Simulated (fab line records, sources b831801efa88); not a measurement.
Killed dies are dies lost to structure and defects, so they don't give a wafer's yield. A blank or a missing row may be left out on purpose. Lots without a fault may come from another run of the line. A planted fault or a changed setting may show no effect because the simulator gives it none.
Which tool did it? | flow gf180mcu | 7 lots, 21 wafers sampled, at 4 steps of a route of 602

WHAT THE GAUGES READ, wafer by wafer
GF_M1_RS_MEAS_05: measures by four-point-probe.
lot  | measured     | on            | M1_ALCU_RS (ohm/sq)
L680 | day 17 13:49 | film_metro-02 | 0.0695 0.0696 0.0695
L685 | day 19 09:35 | film_metro-02 | 0.0696 0.0693 0.0697
L689 | day 20 14:09 | film_metro-01 | 0.0689 0.0689 0.0685
L693 | day 21 23:55 | film_metro-01 | 0.0690 0.0693 0.0689
L695 | day 22 14:58 | film_metro-01 | 0.0690 0.0696 0.0689
L698 | day 23 14:55 | film_metro-04 | 0.0698 0.0705 0.0697
L700 | day 24 07:35 | film_metro-02 | 0.0684 0.0689 0.0691

WHICH TOOL RAN EACH LOT (tool, then ch and the chambers of the sampled wafers, then the start)
lot  | GF_SALICIDE_SPUTTER_02       | GF_SALICIDE_RTA_06               | GF_CONTACT_CVD_02
L680 | pvd_sputter-04, day 16 12:10 | rtp_anneal-01 ch 0, day 16 12:25 | pecvd-01 ch 0,1,2, day 16 12:48
L685 | pvd_sputter-02, day 18 06:53 | rtp_anneal-02 ch 0, day 18 07:09 | pecvd-03 ch 0,1,2, day 18 07:31
L689 | pvd_sputter-02, day 19 11:45 | rtp_anneal-01 ch 0, day 19 11:59 | pecvd-01 ch 1,2, day 19 12:25
L693 | pvd_sputter-01, day 20 21:06 | rtp_anneal-02 ch 0, day 20 21:20 | pecvd-04 ch 0,1, day 20 21:44
L695 | pvd_sputter-04, day 21 12:17 | rtp_anneal-01 ch 0, day 21 12:35 | pecvd-01 ch 0,1,2, day 21 12:58
L698 | pvd_sputter-04, day 22 13:20 | rtp_anneal-02 ch 0, day 22 13:34 | pecvd-01 ch 0,2, day 22 13:58
L700 | pvd_sputter-02, day 23 06:13 | rtp_anneal-01 ch 0, day 23 06:27 | pecvd-04 ch 1,2, day 23 06:50
- GF_SALICIDE_SPUTTER_02: material Co, target thk 10 nm, time 20 s.
- GF_SALICIDE_RTA_06: time 30 s.
- GF_CONTACT_CVD_02: deposits SiO2 from TEOS, target thk 860 nm, time 95.992 s.

THE ANSWER, worked out from the rows above alone
Rule: what is usual is taken from the lots themselves. Put in order of their means at a reading, lots are off if they are a third of the lots or fewer, leave a main group of 4 or more, and stand apart from it by a gap of 3 or more times the standard deviation of the main group's means; of several such gaps the widest counts. A main group whose means are all the same, to the digits that the tables above print for the reading, isn't used. A lot without any number at a reading at which 4 lots or more have one is off too. The other lots that the step has rows for count as sound.
No lot is off at any reading shown: from this, nothing can be told.

WHAT THE SIMULATOR HAD PUT IN
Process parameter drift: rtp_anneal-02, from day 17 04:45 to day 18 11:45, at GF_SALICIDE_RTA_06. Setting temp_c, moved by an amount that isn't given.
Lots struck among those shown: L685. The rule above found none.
